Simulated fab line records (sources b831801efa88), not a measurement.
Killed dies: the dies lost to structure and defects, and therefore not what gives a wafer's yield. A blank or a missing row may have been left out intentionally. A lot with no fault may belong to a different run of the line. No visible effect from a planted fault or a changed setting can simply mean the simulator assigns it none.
Struck lot and sound lot, side by side || flow sfq line || 19 steps out of a route of 325
Sound: wafers L258.3, L258.4, L258.6. Wafers L260.2, L260.3, L260.5 were the ones struck. Last of all comes the cause.
Per side, at each step with rows, come the tool, then ch with its chambers, and then its first start. Under that, the readings that differ: sound wafers || struck wafers || difference of the means || sigmas: that difference in standard deviations of wafers without a fault.
alike: same words and numbers on both sides, and readings whose means sit less than 2 such deviations apart. not compared: any withheld reading, any reading some wafer has no value for, any bound like >300 that may hide the same value, and any number with overlapping values for which the record gives no deviation.
The two part at a step that has a row with sigmas, a row that says differs or no value, or rows on one side only. Non-overlapping numbers with no deviation appear without sigmas and do not part them. A reading missing from all wafers of one side parts the sides only when that side holds two or more wafers.

first, 4 steps without rows for these wafers: SFQ_TRILAYER_I5_LITHO_SOFTBAKE_148; SFQ_TRILAYER_I5_LITHO_EXPOSE_145 (exposes mask I5, target cd 700 nm); SFQ_TRILAYER_I5_LITHO_PEB_147 (peb time 60 s); SFQ_TRILAYER_I5_LITHO_DEVELOP_146 (time 60 s).
SFQ_I5_OVL_MEAS_936:
  sound on overlay-02 at day 68 12:50; struck on overlay-01 at day 69 08:02
  alike: I5_OVL
SFQ_TRILAYER_I5_BARC_OPEN_VIA_ETCH_200: etches BARC in O2, target depth 125 nm, time 41.7 s.
  sound on rie diel-03 ch 1,2,3, day 68 12:52; struck on rie diel-01 ch 1,2,3, day 69 08:04
  alike: drypump motor current A, oes product au
  not compared: rf hours counter h
SFQ_TRILAYER_I5_ETCH_VIA_ETCH_147: etches the open film in CHF3, stops on Nb, target depth 360 nm.
  sound on rie diel-03 ch 1,2,3, day 68 12:55; struck on rie diel-01 ch 1,2,3, day 69 08:07
  alike: drypump motor current A, oes product au
SFQ_TRILAYER_I5_STRIP_STRIP_148: strips in O2.
  sound on rie metal-02 ch 0,1, day 68 13:16; struck on rie metal-02 ch 0, day 69 08:28
  alike: drypump motor current A, oes product au
  not compared: rf hours counter h
then, 4 steps without rows for these wafers: SFQ_TRILAYER_I5_STRIP_SOLV_CLEAN_149 (cleans in NMP, time 600 s); SFQ_TRILAYER_C5_LITHO_COAT_156 (resist thk 62 nm); SFQ_TRILAYER_C5_LITHO_COAT_151 (resist thk 650 nm); SFQ_TRILAYER_C5_LITHO_SOFTBAKE_155.
SFQ_TRILAYER_C5_LITHO_EXPOSE_152: exposes mask C5, target cd 500 nm.
  sound on krf scanner-01 ch 0, day 68 15:07; struck on krf scanner-01 ch 0, day 69 10:56
{"reading": "exposure dose mJ cm2", "sound": "21.276 21.259 21.258", "struck": "22.348 22.334 22.360", "difference": "+1.083", "sigmas": "+47"}
  alike: mask
then, 2 steps without rows for these wafers: SFQ_TRILAYER_C5_LITHO_PEB_154 (peb time 60 s); SFQ_TRILAYER_C5_LITHO_DEVELOP_153 (time 60 s).
SFQ_C5_OVL_MEAS_937:
  sound on overlay-02 at day 68 16:14; struck on overlay-02 at day 69 12:15
  alike: C5_OVL
SFQ_TRILAYER_C5_BARC_OPEN_VIA_ETCH_210: etches BARC in O2, target depth 125 nm, time 41.7 s.
  sound on rie diel-04 ch 0,1,2, day 68 16:16; struck on rie diel-01 ch 0,1,3, day 69 12:17
{"reading": "model.C5.cd nm (nm)", "sound": "499.4 500.8 501.6", "struck": "506.1 507.8 507.2", "difference": "+6.4", "sigmas": ""}
  alike: drypump motor current A, oes product au
  not compared: rf hours counter h
SFQ_TRILAYER_C5_ETCH_VIA_ETCH_154: etches SiO2 in CHF3, stops on Nb, target depth 84 nm.
  sound on rie diel-04 ch 0,1,2, day 68 16:18; struck on rie diel-01 ch 0,1,3, day 69 12:19
{"reading": "model.C5.cd nm (nm)", "sound": "499.3 500.8 501.5", "struck": "506.2 507.9 507.1", "difference": "+6.5", "sigmas": ""}
  alike: drypump motor current A, oes product au
SFQ_TRILAYER_C5_STRIP_STRIP_155: strips in O2.
  sound on rie metal-04 ch 0,1, day 68 16:33; struck on rie metal-04 ch 0, day 69 12:22
  alike: drypump motor current A, oes product au
  not compared: rf hours counter h

== WHERE THEY PART ==
Only at SFQ_TRILAYER_C5_LITHO_EXPOSE_152, as far as this record shows. Later steps at which nothing parts them and some readings are alike: SFQ_C5_OVL_MEAS_937, SFQ_TRILAYER_C5_BARC_OPEN_VIA_ETCH_210, SFQ_TRILAYER_C5_ETCH_VIA_ETCH_154, SFQ_TRILAYER_C5_STRIP_STRIP_155.

WHY: whatever the simulator had introduced
Process parameter drift: krf scanner-01, from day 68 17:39 on, at SFQ_TRILAYER_C5_LITHO_EXPOSE_152. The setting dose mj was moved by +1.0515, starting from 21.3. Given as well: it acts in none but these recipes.
